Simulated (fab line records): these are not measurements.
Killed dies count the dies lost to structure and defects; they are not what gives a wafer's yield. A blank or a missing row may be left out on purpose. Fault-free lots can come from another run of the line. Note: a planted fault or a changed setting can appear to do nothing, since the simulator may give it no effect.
Code-filled problem report in 8D (eight disciplines) form | flow gf180mcu | the parts of the form that need people (team, actions taken, sign-off) are left out

1. PROBLEM STATEMENT
stripTimeToEndpointS at GF_NWELL_STRIP_10 reads a mean of 35.67 s on 2 wafers of 2 lots; wafers without a fault read 36.97 s with a standard deviation of 0.1. That is -13 standard deviations from the usual mean.
The step: strips in O2/N2.
Seen first at day 5 01:28 on plasmaAsher-04, wafer L577.5. The record holds 40 wafers of 14 lots with a number at this step. Rule for "out" (also "out of limits"): further than 4 standard deviations from the usual mean. The rest of the wafers with a number are treated as sound.

2. WHAT IT IS AND WHAT IT IS NOT
question                    | is                             | is not
which readings at this step | stripTimeToEndpointS           | heaterPowerW, n2FlowSccm, oesProductAu
which lots                  | L577, L583                     | L569, L571, L572, L573, L574, L575, L586, L587, L589, L590, L591, L592
which wafers of those lots  | L577.5, L583.4                 | L577.6, L583.1
read on which tools         | plasmaAsher-03, plasmaAsher-04 | plasmaAsher-01
when                        | from day 5 01:28               | up to then (19 sound wafers); but 19 sound wafers of L583, L586, L587, L589, L590, L591, L592 came after

3. WHAT RULES OUT EACH SUSPECT
Counting: any tool at a process step up to the reading remains a suspect provided it ran every lot that is out. Sound lots after the first of them don't rule it out here, since some wafers of a struck lot are sound.
- lithoTrack-03 at GF_NWELL_COAT_02 (resist thk 3000 nm): kept. Ran every lot that is out, first one L577 (day 4 18:22); last sound lot up to then L575 (day 4 09:05).
Remaining after the count: lithoTrack-03 at GF_NWELL_COAT_02.

4. THE CAUSE (what the simulator had put in)
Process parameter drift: lithoTrack-03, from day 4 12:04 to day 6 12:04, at GF_NWELL_COAT_02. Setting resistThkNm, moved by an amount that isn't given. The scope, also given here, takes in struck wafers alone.
Only this tool survived the counting.

5. THE EFFECT CHAIN, in route order
Each row: a reading whose mean over the struck wafers that have a number lies more than 3 standard deviations from the usual. Readings are gone through only where the record gives a usual standard deviation; hours: the median, over the lots, of the time from a lot's start at the first step in this table giving one to that lot's start at this step; sigmas: the change measured in usual standard deviations.
hours | step              | reading              | usual   | on struck wafers | change | sigmas
0     | GF_NWELL_STRIP_10 | stripTimeToEndpointS | 36.97 s | 35.67            | -1.30  | -13
Process steps it contains:
- GF_NWELL_STRIP_10: strips in O2/N2.
Later steps that measure or inspect, where all struck wafers having a row at the step show a number for every such reading and not one has moved that far: GF_POLY_GATE_OVL_MEAS_11, GF_HV_LDD_CD_MEAS_07.

6. HOW IT WOULD HAVE BEEN CAUGHT EARLIER
The fault began at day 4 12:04; the first out-of-limits reading in this record came at day 5 01:28, 13 hours later.
Among the 2 lots that are out, L583 began GF_NWELL_COAT_02 on lithoTrack-03 after day 5 01:28. It would have been spared by a hold on the tool at that moment.
